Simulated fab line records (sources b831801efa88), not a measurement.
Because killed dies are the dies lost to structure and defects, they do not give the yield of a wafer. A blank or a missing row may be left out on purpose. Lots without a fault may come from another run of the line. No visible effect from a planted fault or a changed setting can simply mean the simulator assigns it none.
Problem report in the 8D (eight disciplines) form, filled by code | flow gf180mcu | the parts of the form that need people (team, actions taken, sign-off) are left out

== 1. THE ISSUE ==
Across 6 wafers from 2 lots, VT_IMPLANT_2_TW at GF_VT_IMPLANT_TW_MEAS_21 averages 1076, while fault-free wafers read 1210 with a standard deviation of 6.7. That is -20 standard deviations from the usual mean.
Seen first at day 10 20:49 on film-metro-03, wafer L517.1. The record has a number at this step for 39 wafers belonging to 13 lots. Rule for "out" (also "out of limits"): further than 4 standard deviations from the usual mean. The rest of the wafers with a number are treated as sound.

== 2. WHAT IT IS, AND WHAT IT ISN'T ==
question                    | is                           | is not
which readings at this step | VT_IMPLANT_2_TW              | -
which lots                  | L517, L518                   | L501, L505, L506, L507, L508, L510, L513, L520, L521, L522, L524
which wafers of those lots  | all that have a number       | -
read on which gauges        | film-metro-03, film-metro-04 | film-metro-01
when                        | from day 10 20:49            | up to then (21 sound wafers); but 12 sound wafers of L520, L521, L522, L524 came after

== 3. THE SUSPECTS, EACH WITH WHAT RULES IT OUT ==
Counting: a tool stays on the suspect list if, at a process step up to the reading, it processed all lots that are out and no sound lot following the first of them.
- the gauge at GF_VT_IMPLANT_TW_MEAS_21 has been ruled out. 2 gauges (film-metro-03, film-metro-04) read the wafers that are out.
- litho-track-01 at GF_VT_IMPLANT_SOFTBAKE_14 (time 61.6 s): ruled out as a lasting fault. Following L517 (day 10 11:21), the first lot on it that is out, the sound lots L520, L521, L522, L524 were run on it.
- implanter-02 at GF_VT_IMPLANT_IMPLANT_19: kept. Every lot that is out went through it, starting with L517 (day 10 20:34), and after that it ran no sound lot; the last sound lot it ran before then is L505 (day 7 09:58). Out on those wafers are its own readings of tilt-deg.
Left after counting: implanter-02 at GF_VT_IMPLANT_IMPLANT_19.

== 4. THE CAUSE (what the simulator had put in) ==
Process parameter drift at GF_VT_IMPLANT_IMPLANT_19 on implanter-02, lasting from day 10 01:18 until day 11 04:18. A move of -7 in setting tilt-deg, from 7. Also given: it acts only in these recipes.
This tool alone remained once counting was done.

== 5. THE CHAIN OF EFFECTS, in route order ==
Each row: a reading where the mean over the struck wafers with a number is more than 3 standard deviations away from the usual. Only readings for which the record gives a usual standard deviation are gone through. hours: the time from each lot's start at the first step in this table that gives one to its start at this step, as a median over the lots. sigmas: the change in usual standard deviations.
hours | step                     | reading         | usual         | on struck wafers | change | sigmas
0     | GF_VT_IMPLANT_IMPLANT_19 | tilt-deg        | 7.000 degrees | 0.008            | -6.992 | -99 or more
0     | GF_VT_IMPLANT_TW_MEAS_21 | VT_IMPLANT_2_TW | 1210          | 1076             | -134   | -20
It contains these process steps:
- GF_VT_IMPLANT_IMPLANT_19

== 6. HOW IT WOULD HAVE BEEN CAUGHT EARLIER ==
Counted from the fault's start at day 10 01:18, it took 20 hours until the first out-of-limits reading at a measuring or inspecting step in this record, taken at day 10 20:49.
At GF_VT_IMPLANT_IMPLANT_19, the tool's own readings (tilt-deg) were out on each struck wafer the step has a row for, so an alarm limit on them would have fired on the first such wafer.
Of the lots that are out (2), L518 began GF_VT_IMPLANT_IMPLANT_19 on implanter-02 after day 10 20:49. A hold on the tool at that time would have spared it.
